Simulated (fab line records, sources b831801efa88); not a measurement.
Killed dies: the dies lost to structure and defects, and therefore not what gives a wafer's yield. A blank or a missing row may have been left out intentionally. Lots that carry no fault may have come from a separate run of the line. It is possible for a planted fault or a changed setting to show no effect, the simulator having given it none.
Which tool did it? / flow sky130 / 72 wafers from 24 lots sampled at 3 of the route's 708 steps

== WHAT THE GAUGES SHOWED, per wafer ==
SKY_LDD_LDN_OVL_MEAS_07. Usual: for LDD_LDN_OVL the level is 1.3 nm and the standard deviation is 1.2.
lot=L074; measured=day 23 02:18; on=overlay-02; LDD_LDN_OVL (nm)=0.4 0.8 1.3; flag=
lot=L075; measured=day 23 13:48; on=overlay-01; LDD_LDN_OVL (nm)=2.1 0.9 2.2; flag=
lot=L076; measured=day 24 02:14; on=overlay-01; LDD_LDN_OVL (nm)=0.9 2.9 2.7; flag=
lot=L078; measured=day 24 11:07; on=overlay-02; LDD_LDN_OVL (nm)=0.3 -0.1 -1.1; flag=
lot=L077; measured=day 24 12:56; on=overlay-02; LDD_LDN_OVL (nm)=1.2 1.4 1.0; flag=
lot=L079; measured=day 24 23:00; on=overlay-01; LDD_LDN_OVL (nm)=1.7 1.7 0.8; flag=
lot=L080; measured=day 25 00:47; on=overlay-01; LDD_LDN_OVL (nm)=1.4 1.0 1.2; flag=
lot=L081; measured=day 25 13:37; on=overlay-02; LDD_LDN_OVL (nm)=0.1 -0.9 2.0; flag=
lot=L082; measured=day 25 15:06; on=overlay-01; LDD_LDN_OVL (nm)=0.7 0.6 0.9; flag=
lot=L083; measured=day 26 04:44; on=overlay-01; LDD_LDN_OVL (nm)=1.1 1.1 0.0; flag=
lot=L084; measured=day 26 21:40; on=overlay-01; LDD_LDN_OVL (nm)=2.2 2.6 0.9; flag=
lot=L085; measured=day 27 03:24; on=overlay-02; LDD_LDN_OVL (nm)=1.9 2.0 2.6; flag=
lot=L086; measured=day 27 08:27; on=overlay-02; LDD_LDN_OVL (nm)=1.0 0.7 0.6; flag=
lot=L087; measured=day 28 01:19; on=overlay-02; LDD_LDN_OVL (nm)=-1.7 0.6 0.8; flag=
lot=L088; measured=day 28 04:46; on=overlay-02; LDD_LDN_OVL (nm)=-0.3 0.3 -0.4; flag=
lot=L089; measured=day 28 07:40; on=overlay-02; LDD_LDN_OVL (nm)=1.3 1.0 0.1; flag=
lot=L090; measured=day 28 23:13; on=overlay-01; LDD_LDN_OVL (nm)=2.0 1.3 2.4; flag=
lot=L091; measured=day 29 02:07; on=overlay-01; LDD_LDN_OVL (nm)=1.9 0.8 0.0; flag=
lot=L093; measured=day 29 16:03; on=overlay-01; LDD_LDN_OVL (nm)=0.2 2.2 1.2; flag=
lot=L092; measured=day 29 18:46; on=overlay-02; LDD_LDN_OVL (nm)=0.8 0.8 1.8; flag=
lot=L094; measured=day 29 20:37; on=overlay-01; LDD_LDN_OVL (nm)=0.4 2.8 1.5; flag=
lot=L095; measured=day 29 23:21; on=overlay-02; LDD_LDN_OVL (nm)=3.1 2.6 1.8; flag=
lot=L096; measured=day 30 12:40; on=overlay-01; LDD_LDN_OVL (nm)=2.0 1.5 3.2; flag=
lot=L097; measured=day 30 19:23; on=overlay-01; LDD_LDN_OVL (nm)=0.9 0.1 2.2; flag=

SKY_POLY_CUT_CD_MEAS_08: target cd 270 nm. Usual: cd_nm 269.9 nm, standard deviation 1.4.
lot=L074; measured=day 24 13:00; on=cd_sem-02; cd_nm (nm)=271.7 271.4 272.2; flag=
lot=L075; measured=day 24 22:16; on=cd_sem-01; cd_nm (nm)=268.8 269.1 269.5; flag=
lot=L076; measured=day 25 09:38; on=cd_sem-02; cd_nm (nm)=269.6 270.9 271.0; flag=
lot=L078; measured=day 25 19:24; on=cd_sem-01; cd_nm (nm)=267.6 268.0 267.0; flag=
lot=L077; measured=day 25 21:05; on=cd_sem-01; cd_nm (nm)=269.9 270.3 271.7; flag=
lot=L079; measured=day 26 06:18; on=cd_sem-01; cd_nm (nm)=270.8 269.6 271.4; flag=
lot=L080; measured=day 26 07:18; on=cd_sem-02; cd_nm (nm)=269.2 267.8 268.7; flag=
lot=L081; measured=day 26 21:28; on=cd_sem-02; cd_nm (nm)=269.2 268.2 268.6; flag=
lot=L082; measured=day 26 23:37; on=cd_sem-01; cd_nm (nm)=271.0 270.9 270.7; flag=
lot=L083; measured=day 27 12:05; on=cd_sem-02; cd_nm (nm)=271.2 268.9 271.0; flag=
lot=L084; measured=day 28 04:52; on=cd_sem-02; cd_nm (nm)=266.6 267.4 267.7; flag=
lot=L085; measured=day 28 10:01; on=cd_sem-02; cd_nm (nm)=273.1 271.8 271.9; flag=
lot=L086; measured=day 28 15:45; on=cd_sem-02; cd_nm (nm)=271.0 272.6 272.3; flag=
lot=L087; measured=day 29 07:59; on=cd_sem-02; cd_nm (nm)=269.1 269.9 269.5; flag=
lot=L088; measured=day 29 11:40; on=cd_sem-01; cd_nm (nm)=270.6 270.4 270.9; flag=
lot=L089; measured=day 29 13:51; on=cd_sem-01; cd_nm (nm)=268.0 269.2 270.5; flag=
lot=L090; measured=day 30 05:09; on=cd_sem-01; cd_nm (nm)=266.7 269.2 270.5; flag=
lot=L091; measured=day 30 08:04; on=cd_sem-01; cd_nm (nm)=270.1 270.2 269.5; flag=
lot=L093; measured=day 30 23:24; on=cd_sem-02; cd_nm (nm)=270.3 269.8 269.9; flag=
lot=L092; measured=day 31 01:20; on=cd_sem-01; cd_nm (nm)=270.0 268.5 271.3; flag=
lot=L094; measured=day 31 02:19; on=cd_sem-01; cd_nm (nm)=269.3 268.5 269.3; flag=
lot=L095; measured=day 31 05:36; on=cd_sem-02; cd_nm (nm)=268.5 268.4 269.9; flag=
lot=L096; measured=day 31 19:10; on=cd_sem-02; cd_nm (nm)=272.1 272.1 270.3; flag=
lot=L097; measured=day 32 01:20; on=cd_sem-02; cd_nm (nm)=268.7 268.6 269.5; flag=

SKY_METAL3_OVL_MEAS_14. Usual: for METAL3_OVL the level is -2 nm and the standard deviation is 5.6.
lot=L074; measured=day 38 18:01; on=overlay-01; METAL3_OVL (nm)=5 3 0; flag=
lot=L075; measured=day 39 01:40; on=overlay-01; METAL3_OVL (nm)=-4 -12 0; flag=
lot=L076; measured=day 39 08:16; on=overlay-01; METAL3_OVL (nm)=2 -10 -10; flag=
lot=L078; measured=day 39 19:26; on=overlay-02; METAL3_OVL (nm)=0 -4 -4; flag=
lot=L077; measured=day 39 21:22; on=overlay-02; METAL3_OVL (nm)=-8 0 -8; flag=
lot=L079; measured=day 40 05:28; on=overlay-02; METAL3_OVL (nm)=6 3 3; flag=
lot=L080; measured=day 40 04:55; on=overlay-01; METAL3_OVL (nm)=-8 -7 -4; flag=
lot=L081; measured=day 40 15:31; on=overlay-02; METAL3_OVL (nm)=-8 -6 -6; flag=
lot=L082; measured=day 40 20:56; on=overlay-02; METAL3_OVL (nm)=2 1 -2; flag=
lot=L083; measured=day 41 05:40; on=overlay-02; METAL3_OVL (nm)=-1 -8 -9; flag=
lot=L084; measured=day 41 17:29; on=overlay-02; METAL3_OVL (nm)=-1 -9 -5; flag=
lot=L085; measured=day 42 00:05; on=overlay-01; METAL3_OVL (nm)=0 -2 -3; flag=
lot=L086; measured=day 42 06:47; on=overlay-02; METAL3_OVL (nm)=3 1 -3; flag=
lot=L087; measured=day 42 17:07; on=overlay-02; METAL3_OVL (nm)=7 -4 8; flag=
lot=L088; measured=day 42 17:38; on=overlay-02; METAL3_OVL (nm)=-11 -4 0; flag=
lot=L089; measured=day 42 23:47; on=overlay-01; METAL3_OVL (nm)=1 11 9; flag=
lot=L090; measured=day 43 10:04; on=overlay-01; METAL3_OVL (nm)=9 5 2; flag=
lot=L091; measured=day 43 14:41; on=overlay-02; METAL3_OVL (nm)=8 -5 5; flag=
lot=L093; measured=day 44 04:31; on=overlay-01; METAL3_OVL (nm)=-5 3 -6; flag=
lot=L092; measured=day 44 06:29; on=overlay-02; METAL3_OVL (nm)=1 0 11; flag=
lot=L094; measured=day 44 08:44; on=overlay-02; METAL3_OVL (nm)=4 -2 -5; flag=
lot=L095; measured=day 44 09:05; on=overlay-01; METAL3_OVL (nm)=-2 3 -1; flag=
lot=L096; measured=day 44 17:38; on=overlay-01; METAL3_OVL (nm)=2 -6 0; flag=
lot=L097; measured=day 45 01:34; on=overlay-02; METAL3_OVL (nm)=-2 3 -5; flag=

== TOOL THAT RAN EACH LOT (tool first, then ch and the chambers of the sampled wafers, then the start) ==
Before these readings, the record contains no process step.

== AS READ BY THE TOOLS THEMSELVES (means over the sampled wafers that have a number; for cases with no such wafer, the mark the record gives instead) ==
The record holds no such reading with a usual standard deviation.

== THE ANSWER, worked out from the rows above alone ==
Rule: a lot counts as off when the mean over its wafers that have a number is more than 3 standard deviations away from the usual mean. A lot without any number at a reading at which 4 lots or more have one is off too. Where the step has rows for the other lots, those lots are counted as sound. First the gauges in route order, then the tools' own readings, where a lot's mean is used as printed above. At the first step where some lot is off, the reading lying furthest off is the one used; lots without a number count as furthest.
Across all readings shown, no lot is off: no conclusion can be drawn from this.

== WHAT THE SIMULATOR PUT IN ==
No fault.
